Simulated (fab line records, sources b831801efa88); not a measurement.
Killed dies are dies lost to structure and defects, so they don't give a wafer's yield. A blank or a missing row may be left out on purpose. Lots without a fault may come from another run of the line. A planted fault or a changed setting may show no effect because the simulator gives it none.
Which tool did it? | flow sfq_line | 14 lots, 41 wafers sampled, at 1 step of a route of 325

WHAT THE GAUGES READ, wafer by wafer
The record holds no reading of a measuring or inspecting step that can be judged against a usual standard deviation.

WHICH TOOL RAN EACH LOT (tool, then ch and the chambers of the sampled wafers, then the start)
lot  | SFQ_TRILAYER_M5_BARC_OPEN_METAL_ETCH_161
L199 | rie_metal-01 ch 0,1, day 70 06:02
L200 | rie_metal-01 ch 0,1, day 70 16:57
L201 | rie_metal-02 ch 0,1, day 70 19:21
L202 | rie_metal-03 ch 1, day 70 22:57
L203 | rie_metal-01 ch 0,1, day 71 04:58
L205 | rie_metal-03 ch 1, day 71 14:33
L206 | rie_metal-01 ch 0,1, day 73 03:54
L208 | rie_metal-01 ch 0,1, day 73 15:53
L209 | rie_metal-01 ch 0,1, day 74 02:42
L210 | rie_metal-02 ch 0,1, day 74 11:06
L212 | rie_metal-03 ch 0,1, day 74 20:42
L218 | rie_metal-03 ch 0,1, day 77 03:38
L221 | rie_metal-03 ch 0,1, day 77 09:36
L222 | rie_metal-02 ch 1, day 77 10:48
- SFQ_TRILAYER_M5_BARC_OPEN_METAL_ETCH_161: etches BARC in O2, target depth 125 nm, time 41.7 s.

WHAT THE TOOLS THEMSELVES READ (means of the sampled wafers that have a number; where no wafer has one, the mark that the record gives instead)
SFQ_TRILAYER_M5_BARC_OPEN_METAL_ETCH_161. Usual: chamber_pressure_mTorr 10.001 mTorr, standard deviation 0.0084; drypump_motor_current_A 5.7 A, standard deviation 0.46; oes_product_au 0.685 a.u., standard deviation 0.0043.
lot  | tool         | chamber_pressure_mTorr (mTorr) | drypump_motor_current_A (A) | oes_product_au (a.u.) | flag
L199 | rie_metal-01 | 10.004                         | 5.6                         | 0.683                 |
L200 | rie_metal-01 | 9.995                          | 5.7                         | 0.688                 |
L201 | rie_metal-02 | 10.004                         | 6.2                         | 0.688                 |
L202 | rie_metal-03 | 10.001                         | 4.8                         | 0.691                 |
L203 | rie_metal-01 | 10.005                         | 5.7                         | 0.686                 |
L205 | rie_metal-03 | 10.004                         | 4.8                         | 0.681                 |
L206 | rie_metal-01 | 9.998                          | 5.5                         | 0.682                 |
L208 | rie_metal-01 | 10.006                         | 5.7                         | 0.683                 |
L209 | rie_metal-01 | 10.001                         | 5.7                         | 0.686                 |
L210 | rie_metal-02 | 9.999                          | 6.2                         | 0.691                 |
L212 | rie_metal-03 | 9.991                          | 5.3                         | 0.684                 |
L218 | rie_metal-03 | 9.001                          | 5.2                         | 0.683                 | OFF
L221 | rie_metal-03 | 9.328                          | 5.4                         | 0.688                 | OFF
L222 | rie_metal-02 | 10.002                         | 6.3                         | 0.687                 |

THE ANSWER, worked out from the rows above alone
Rule: a lot is off if the mean of its wafers that have a number lies more than 3 standard deviations from the usual mean. A lot without any number at a reading at which 4 lots or more have one is off too. The other lots that the step has rows for count as sound. The gauges are gone through in route order, then the tools' own readings, and for those a lot's mean is taken as printed above. The first step at which some lot is off is used, and at that step the reading that is off furthest; a lot without a number counts as furthest.
Off: L218, L221, at SFQ_TRILAYER_M5_BARC_OPEN_METAL_ETCH_161 (chamber_pressure_mTorr).
A tool fits if, at that step or a process step before it, it ran every lot that is off, and no sound lot after the first of them. One fits: rie_metal-03 at SFQ_TRILAYER_M5_BARC_OPEN_METAL_ETCH_161. Its last sound lot is L212 (day 74 20:42), its first lot that is off L218 (day 77 03:38): a fault that began between those two fits.
The tool's own readings at SFQ_TRILAYER_M5_BARC_OPEN_METAL_ETCH_161 bear it out: on the lots that are off they differ by more than 5 times the standard deviation of the sound lots' means. chamber_pressure_mTorr reads 9.165 mTorr there against 10.001 mTorr on the sound lots.

WHAT THE SIMULATOR HAD PUT IN
Process parameter drift: rie_metal-03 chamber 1, from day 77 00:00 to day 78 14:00, at SFQ_TRILAYER_M5_BARC_OPEN_METAL_ETCH_161. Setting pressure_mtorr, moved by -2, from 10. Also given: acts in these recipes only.
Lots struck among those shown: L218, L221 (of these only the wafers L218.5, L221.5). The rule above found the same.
